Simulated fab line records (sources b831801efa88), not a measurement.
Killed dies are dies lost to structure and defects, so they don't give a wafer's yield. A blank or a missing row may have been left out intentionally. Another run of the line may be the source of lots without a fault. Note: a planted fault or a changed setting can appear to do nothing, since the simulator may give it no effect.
A lot that was struck, set against a sound lot ; flow sky130 ; 16 steps out of a route of 708
Sound: wafers L958.2, L958.3, L958.6. The struck wafers were L966.1, L966.3, L966.5. The cause comes at the end.
Per side, at each step with rows, come the tool, then ch with its chambers, and then its first start. Under that, the readings that differ: sound wafers ; struck wafers ; difference of the means ; sigmas: that difference in standard deviations of wafers without a fault.
alike: words and numbers the same on both sides, and readings whose means are apart by under 2 such deviations; not compared: readings that were withheld, readings missing a value for some wafer, numbers with overlapping values and no deviation given by the record, and bounds like >300 which may hide the same value.
Wherever a step has rows on one side only, a row that says differs or no value, or a row with sigmas, the two part there. Numbers that have no deviation but don't overlap get no sigmas and don't part them. A reading that every wafer of one side lacks parts them only if that side has two wafers or more.

first, 1 step without rows for these wafers: SKY_METAL5_CLEAN_19 (cleans in O3/DIW).
SKY_PASSIVATION_CVD_00: deposits SiO2, target thk 90 nm.
  sound on pecvd-04 ch 0,2, day 45 02:51; struck on pecvd-03 ch 0,1,2, day 46 22:17
  alike: heater_power_w
SKY_PASSIVATION_THK_MEAS_01:
  sound: film_metro-02 at day 45 02:53; struck: film_metro-03 at day 46 22:18
  alike: PASSIVATION_CVD_00_THK
SKY_PASSIVATION_CVD_02: deposits Si3N4, target thk 540 nm.
  sound on pecvd-03 ch 0,1,2, day 45 02:56; struck on pecvd-04 ch 0,1,2, day 46 22:22
  alike: heater_power_w
SKY_PASSIVATION_THK_MEAS_03:
  sound: film_metro-04 at day 45 03:10; struck: film_metro-04 at day 46 22:35
  alike: PASSIVATION_CVD_02_THK
then, 7 steps without rows for these wafers: SKY_PASSIVATION_DEHYDRATE_04 (time 60 s); SKY_PASSIVATION_HMDS_05 (prime time 60 s); SKY_PASSIVATION_COAT_06 (resist thk 3000 nm); SKY_PASSIVATION_SOFTBAKE_07; SKY_PASSIVATION_EXPOSE_08 (exposes mask NSM, target cd 3000 nm); SKY_PASSIVATION_PEB_09; SKY_PASSIVATION_DEVELOP_10 (develop time 60 s).
SKY_PASSIVATION_ETCH_11: etches the open film in CF4/O2, stops on AlCu, target depth 725 nm, time 161.1 s.
  sound on rie_diel-02 ch 1,2,3, day 46 01:09; struck on rie_diel-02 ch 1,2,3, day 47 19:50
reading;sound;struck;difference;sigmas
oes_product_au (a.u.);0.974 0.967 0.969;0.864 0.867 0.863;-0.105;-14
run_length_s (s);189.2 189.9 189.4;223.9 223.4 223.7;+34.2;+85
throttle_valve_pct (%);5.953 5.963 5.961;5.930 5.933 5.932;-0.027;-3
model.coat_of_PASSIVATION_COAT_06.thk_nm (nm);2519 2511 2508;2421 2417 2399;-100;
  alike: O2_flow_sccm, drypump_motor_current_A
  not compared: rf_hours_counter_h
SKY_PASSIVATION_STRIP_12: strips in O2/N2.
  sound on plasma_asher-04 ch 1, day 46 01:15; struck on plasma_asher-01 ch 0,1, day 47 19:56
reading;sound;struck;difference;sigmas
strip_time_to_endpoint_s (s);31.54 31.45 31.41;30.42 30.38 30.15;-1.15;-9
  alike: drypump_motor_current_A, oes_product_au
  not compared: rf_hours_counter_h
then, 1 step without rows for these wafers: SKY_PAD_OPEN_DEHYDRATE_00 (time 60 s).
SKY_PAD_OPEN_PROBE_99:
  sound: prober-01 at day 47 00:50; struck: prober-02 at day 48 18:31
  alike: defect_limited_yield, killed_at_M0_to_M3, killed_at_M4_up, killed_at_contacts, killed_at_front_end, killed_at_other, killed_dies, killed_open, killed_short, sort_bin_3_pad_short, sort_bin_5_function, sort_bin_6_memory, sort_n_pass, sort_yield_pct

WHERE THEY PART
First at SKY_PASSIVATION_ETCH_11; last, within this record, at SKY_PASSIVATION_STRIP_12. Later steps at which nothing parts them and some readings are alike: SKY_PAD_OPEN_PROBE_99.

WHY: what the simulator had put in
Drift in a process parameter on rie_diel-02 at SKY_PASSIVATION_ETCH_11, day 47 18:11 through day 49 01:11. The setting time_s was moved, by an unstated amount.
